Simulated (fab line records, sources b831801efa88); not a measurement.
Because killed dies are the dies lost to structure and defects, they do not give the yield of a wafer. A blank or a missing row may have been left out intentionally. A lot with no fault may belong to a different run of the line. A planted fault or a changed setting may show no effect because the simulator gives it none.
Split-lot study ; flow sfq line ; on a route of 325 steps: 5 lots, 23 wafers read

THE SPLIT ITSELF
At SFQ_TRILAYER_M8_DEP_EVAP_198 (material Pt, target thk 50 nm, time 250 s), the setting time s was moved away from the recipe's 250 s on 10 of the 23 wafers read, by -12.5% to +6.7%. All remaining wafers had this setting at the recipe value.

The split's own step is where the reading is taken.

THE READING
Pt_of_TRILAYER_M8_DEP_EVAP_198.thk nm (the simulator's own value, which no gauge read), in nm, at SFQ_TRILAYER_M8_DEP_EVAP_198 (material Pt, target thk 50 nm, time 250 s). No usual value for it is given in the file. The 13 wafers here that ran the recipe average 50.40 nm, standard deviation 0.54 nm.

wafer;tool, chamber at the split;time s as run, s;against the recipe;Pt_of_TRILAYER_M8_DEP_EVAP_198.thk nm, nm;against lot-mates on the recipe
L074.1;pvd sputter-01, -;250;recipe;50.97;-
L074.2;pvd sputter-01, -;250;recipe;51.25;-
L074.5;pvd sputter-01, -;250;recipe;50.22;-
L075.2;pvd sputter-02, -;229.1;-8.4%;45.96;-4.12
L075.3;pvd sputter-02, -;229.1;-8.4%;46.14;-3.94
L075.4;pvd sputter-02, -;250;recipe;50.11;-
L075.5;pvd sputter-02, -;250;recipe;50.21;-
L075.6;pvd sputter-02, -;250;recipe;49.92;-
L076.1;pvd sputter-01, -;250;recipe;49.45;-
L076.2;pvd sputter-01, -;250;recipe;50.57;-
L076.3;pvd sputter-01, -;266.8;+6.7%;53;+2.78
L076.4;pvd sputter-01, -;266.8;+6.7%;53.05;+2.83
L076.6;pvd sputter-01, -;250;recipe;50.65;-
L083.1;pvd sputter-02, -;225.3;-9.9%;45.66;-5.36
L083.2;pvd sputter-02, -;250;recipe;51.28;-
L083.4;pvd sputter-02, -;225.3;-9.9%;45.53;-5.49
L083.5;pvd sputter-02, -;250;recipe;50.76;-
L083.6;pvd sputter-02, -;225.3;-9.9%;45.33;-5.69
L084.1;pvd sputter-01, -;250;recipe;50.14;-
L084.2;pvd sputter-01, -;218.8;-12.5%;44.34;-5.59
L084.3;pvd sputter-01, -;250;recipe;49.73;-
L084.4;pvd sputter-01, -;218.8;-12.5%;44.05;-5.89
L084.5;pvd sputter-01, -;218.8;-12.5%;43.77;-6.16

FIT RESULTS
A straight line over all 23 wafers: Pt_of_TRILAYER_M8_DEP_EVAP_198.thk nm changes by +0.487 nm for each +1% of time s; r = +0.99; the points scatter about the line by 0.49 nm.
The same after taking each lot's own level away (the mean of its wafers on the recipe; 23 wafers): +0.486 nm for each +1%; r = +0.99; scatter 0.42 nm.
Per that fit: largest time s move, reading shift of 6.1 nm.
The lots' own levels span 49.935 to 51.020 nm, that is 2.0 times the standard deviation above.
The two slopes are in agreement: the lot-to-lot level therefore moves the slope only a little.
Check: -6.28 nm against its lot-mates is what the line predicts for one of the wafers moved furthest among these (-12.5%) when that wafer is left out of the fit. It came out at -5.59 nm against them.

THE OTHER SPLITS THESE WAFERS WENT THROUGH
Other splits were also applied to these wafers ahead of the reading. Each is held against what the fit with the lots' levels taken away leaves over:
other split on the same wafers;wafers away from the commonest value;r with Pt_of_TRILAYER_M8_DEP_EVAP_198.thk nm (lot level and that fit taken away)
SFQ_TRILAYER_M6_BARC_OPEN_METAL_ETCH_206 bias w;5;+0.28
SFQ_TRILAYER_I6_DEP_PECVD_165 time s;9;-0.02
SFQ_TRILAYER_I6_VIA_LITHO_PEB_172 peb time s;8;-0.15
SFQ_TRILAYER_M7_DEP_SPUTTER_175 power w;9;+0.26
SFQ_TRILAYER_M7_LITHO_COAT_177 spin rpm;8;+0.11
SFQ_TRILAYER_M7_ETCH_METAL_ETCH_180 icp w;8;+0.32
SFQ_TRILAYER_I7_VIA_LITHO_COAT_192 resist thk nm;9;+0.03
SFQ_TRILAYER_I7_VIA_BARC_OPEN_VIA_ETCH_260 bias w;8;+0.20
SFQ_TRILAYER_M8_LITHO_COAT_193 resist thk nm;5;+0.18

THE FILE'S OWN FIT
Pt_of_TRILAYER_M8_DEP_EVAP_198.thk nm changes by +0.49 nm for each +1% of time s, r = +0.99.
